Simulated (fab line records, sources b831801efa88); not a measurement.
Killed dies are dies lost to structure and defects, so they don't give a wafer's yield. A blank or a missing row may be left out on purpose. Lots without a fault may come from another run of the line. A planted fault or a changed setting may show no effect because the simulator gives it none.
Which tool did it? | flow sky130 | 10 lots, 30 wafers sampled, at 6 steps of a route of 708

WHAT THE GAUGES READ, wafer by wafer
SKY_CONTACT_BOW_MEAS_05. Usual: CONTACT_BOW 82 um, standard deviation 7.1.
lot  | measured     | on            | CONTACT_BOW (um) | flag
L166 | day 30 11:29 | film_metro-03 | 86 74 87         |
L167 | day 30 14:11 | film_metro-02 | 78 83 79         |
L175 | day 34 18:47 | film_metro-02 | 80 87 85         |
L171 | day 34 19:13 | film_metro-03 | 85 85 87         |
L174 | day 35 00:05 | film_metro-03 | 89 80 78         |
L179 | day 35 00:07 | film_metro-02 | 78 77 81         |
L185 | day 36 11:02 | film_metro-02 | 81 76 93         |
L186 | day 36 17:26 | film_metro-02 | 85 85 87         |
L187 | day 38 07:18 | film_metro-03 | 91 86 89         |
L188 | day 38 08:15 | film_metro-03 | 89 86 77         |

SKY_METAL1_RS_MEAS_05: measures by four-point-probe. Usual: METAL1_ALCU_RS 0.1263 ohm/sq, standard deviation 0.0016.
lot  | measured     | on            | METAL1_ALCU_RS (ohm/sq) | flag
L166 | day 31 16:40 | film_metro-01 | 0.1252 0.1231 0.1266    |
L167 | day 31 18:26 | film_metro-04 | 0.1249 0.1260 0.1271    |
L175 | day 35 22:34 | film_metro-02 | 0.1274 0.1285 0.1287    |
L171 | day 35 22:53 | film_metro-04 | 0.1262 0.1286 0.1277    |
L174 | day 36 03:46 | film_metro-01 | 8.6226 8.7439 8.7494    | OFF
L179 | day 36 04:05 | film_metro-04 | 8.5849 8.5155 8.4786    | OFF
L185 | day 37 14:35 | film_metro-04 | 0.1239 0.1251 0.1243    |
L186 | day 37 21:02 | film_metro-01 | 0.1281 0.1291 0.1290    |
L187 | day 39 11:03 | film_metro-02 | 0.1244 0.1280 0.1260    |
L188 | day 39 11:21 | film_metro-04 | 0.1276 0.1253 0.1267    |

SKY_METAL1_THK_MEAS_06: measures by xrf. Usual: METAL1_ALCU_THK 247 nm, standard deviation 3.5.
lot  | measured     | on            | METAL1_ALCU_THK (nm) | flag
L166 | day 31 16:47 | film_metro-01 | 250 250 243          |
L167 | day 31 18:33 | film_metro-04 | 249 248 247          |
L175 | day 35 22:40 | film_metro-02 | 245 244 244          |
L171 | day 35 23:01 | film_metro-04 | 247 242 248          |
L174 | day 36 03:53 | film_metro-01 | <1 <1 <1             | OFF
L179 | day 36 04:12 | film_metro-04 | <0 <0 <0             | OFF
L185 | day 37 14:41 | film_metro-04 | 253 252 252          |
L186 | day 37 21:09 | film_metro-01 | 243 242 243          |
L187 | day 39 11:10 | film_metro-02 | 254 246 252          |
L188 | day 39 11:28 | film_metro-04 | 245 248 246          |

WHICH TOOL RAN EACH LOT (tool, then ch and the chambers of the sampled wafers, then the start)
lot  | SKY_LOCAL_INTERCONNECT_STRIP_15      | SKY_METAL1_SPUTTER_00        | SKY_METAL1_SPUTTER_02
L166 | plasma_asher-01 ch 0,1, day 30 10:22 | pvd_sputter-03, day 31 16:32 | pvd_sputter-03, day 31 16:35
L167 | plasma_asher-01 ch 0,1, day 30 13:01 | pvd_sputter-04, day 31 18:17 | pvd_sputter-04, day 31 18:20
L175 | plasma_asher-04 ch 0,1, day 34 17:40 | pvd_sputter-01, day 35 22:23 | pvd_sputter-01, day 35 22:26
L171 | plasma_asher-01 ch 1, day 34 18:07   | pvd_sputter-03, day 35 22:45 | pvd_sputter-03, day 35 22:48
L174 | plasma_asher-03 ch 0,1, day 34 22:53 | pvd_sputter-04, day 36 03:37 | pvd_sputter-04, day 36 03:40
L179 | plasma_asher-04 ch 0,1, day 34 22:59 | pvd_sputter-01, day 36 03:56 | pvd_sputter-01, day 36 03:59
L185 | plasma_asher-01 ch 0,1, day 36 09:49 | pvd_sputter-01, day 37 14:25 | pvd_sputter-01, day 37 14:28
L186 | plasma_asher-03 ch 1, day 36 16:13   | pvd_sputter-01, day 37 20:53 | pvd_sputter-01, day 37 20:56
L187 | plasma_asher-01 ch 0, day 38 06:10   | pvd_sputter-04, day 39 10:55 | pvd_sputter-04, day 39 10:58
L188 | plasma_asher-04 ch 0,1, day 38 07:07 | pvd_sputter-01, day 39 11:13 | pvd_sputter-01, day 39 11:16
- SKY_LOCAL_INTERCONNECT_STRIP_15: strips in O2/N2.
- SKY_METAL1_SPUTTER_00: material Ti, target thk 15 nm, time 10 s.
- SKY_METAL1_SPUTTER_02: material AlCu, target thk 250 nm, time 13.3 s.

WHAT THE TOOLS THEMSELVES READ (means of the sampled wafers that have a number; where no wafer has one, the mark that the record gives instead)
SKY_LOCAL_INTERCONNECT_STRIP_15. Usual: drypump_motor_current_A 5.5 A, standard deviation 0.4; oes_product_au 0.428 a.u., standard deviation 0.0046; strip_time_to_endpoint_s 4.755 s, standard deviation 0.025.
lot  | tool            | drypump_motor_current_A (A) | oes_product_au (a.u.) | strip_time_to_endpoint_s (s) | flag
L166 | plasma_asher-01 | 5.2                         | 0.427                 | 4.746                        |
L167 | plasma_asher-01 | 5.3                         | 0.428                 | 4.751                        |
L175 | plasma_asher-04 | 5.9                         | 0.425                 | 4.734                        |
L171 | plasma_asher-01 | 5.0                         | 0.430                 | 4.806                        |
L174 | plasma_asher-03 | 5.4                         | 0.436                 | 4.789                        |
L179 | plasma_asher-04 | 6.0                         | 0.425                 | 4.749                        |
L185 | plasma_asher-01 | 5.3                         | 0.429                 | 4.765                        |
L186 | plasma_asher-03 | 5.3                         | 0.430                 | 4.781                        |
L187 | plasma_asher-01 | 5.5                         | 0.430                 | 4.749                        |
L188 | plasma_asher-04 | 6.0                         | 0.431                 | 4.771                        |

SKY_METAL1_SPUTTER_00. Usual: cathode_dc_power_W 3000.0 W, standard deviation 0.56; chamber_pressure_pa 0.4000 Pa, standard deviation 0.00072; throttle_valve_pct 30.4 %, standard deviation 0.87.
lot  | tool           | cathode_dc_power_W (W) | chamber_pressure_pa (Pa) | throttle_valve_pct (%) | flag
L166 | pvd_sputter-03 | 3000.5                 | 0.3997                   | 30.4                   |
L167 | pvd_sputter-04 | 2999.4                 | 0.4001                   | 30.8                   |
L175 | pvd_sputter-01 | 3000.1                 | 0.4003                   | 30.4                   |
L171 | pvd_sputter-03 | 3000.1                 | 0.3997                   | 30.1                   |
L174 | pvd_sputter-04 | 2999.9                 | 0.4007                   | 30.3                   |
L179 | pvd_sputter-01 | 3000.5                 | 0.3995                   | 30.5                   |
L185 | pvd_sputter-01 | 2999.9                 | 0.3995                   | 30.7                   |
L186 | pvd_sputter-01 | 3000.0                 | 0.4004                   | 30.4                   |
L187 | pvd_sputter-04 | 3000.4                 | 0.3997                   | 30.7                   |
L188 | pvd_sputter-01 | 2999.7                 | 0.3996                   | 30.3                   |

SKY_METAL1_SPUTTER_02. Usual: cathode_dc_power_W 10600 W, standard deviation 2; chamber_pressure_pa 0.4000 Pa, standard deviation 0.00085; throttle_valve_pct 30.4 %, standard deviation 0.88.
lot  | tool           | cathode_dc_power_W (W) | chamber_pressure_pa (Pa) | throttle_valve_pct (%) | flag
L166 | pvd_sputter-03 | 10598                  | 0.4003                   | 30.3                   |
L167 | pvd_sputter-04 | 10599                  | 0.3992                   | 30.8                   |
L175 | pvd_sputter-01 | 10600                  | 0.4006                   | 30.3                   |
L171 | pvd_sputter-03 | 10597                  | 0.4004                   | 30.3                   |
L174 | pvd_sputter-04 | -                      | -                        | -                      | OFF
L179 | pvd_sputter-01 | -                      | -                        | -                      | OFF
L185 | pvd_sputter-01 | 10601                  | 0.4006                   | 30.3                   |
L186 | pvd_sputter-01 | 10602                  | 0.4000                   | 30.5                   |
L187 | pvd_sputter-04 | 10600                  | 0.3994                   | 30.5                   |
L188 | pvd_sputter-01 | 10601                  | 0.3999                   | 30.4                   |

THE ANSWER, worked out from the rows above alone
Rule: a lot is off if the mean of its wafers that have a number lies more than 3 standard deviations from the usual mean. A lot without any number at a reading at which 4 lots or more have one is off too. The other lots that the step has rows for count as sound. The gauges are gone through in route order, then the tools' own readings, and for those a lot's mean is taken as printed above. The first step at which some lot is off is used, and at that step the reading that is off furthest; a lot without a number counts as furthest.
Off: L174, L179, at SKY_METAL1_RS_MEAS_05 (METAL1_ALCU_RS).
A tool fits if, at a process step before that reading, it ran every lot that is off, and no sound lot after the first of them. The gauges at SKY_METAL1_RS_MEAS_05 aren't tried: what is off there is off at SKY_METAL1_SPUTTER_02 too, on other tools, and a gauge's error can't cause that. None of those tried fits.

WHAT THE SIMULATOR HAD PUT IN
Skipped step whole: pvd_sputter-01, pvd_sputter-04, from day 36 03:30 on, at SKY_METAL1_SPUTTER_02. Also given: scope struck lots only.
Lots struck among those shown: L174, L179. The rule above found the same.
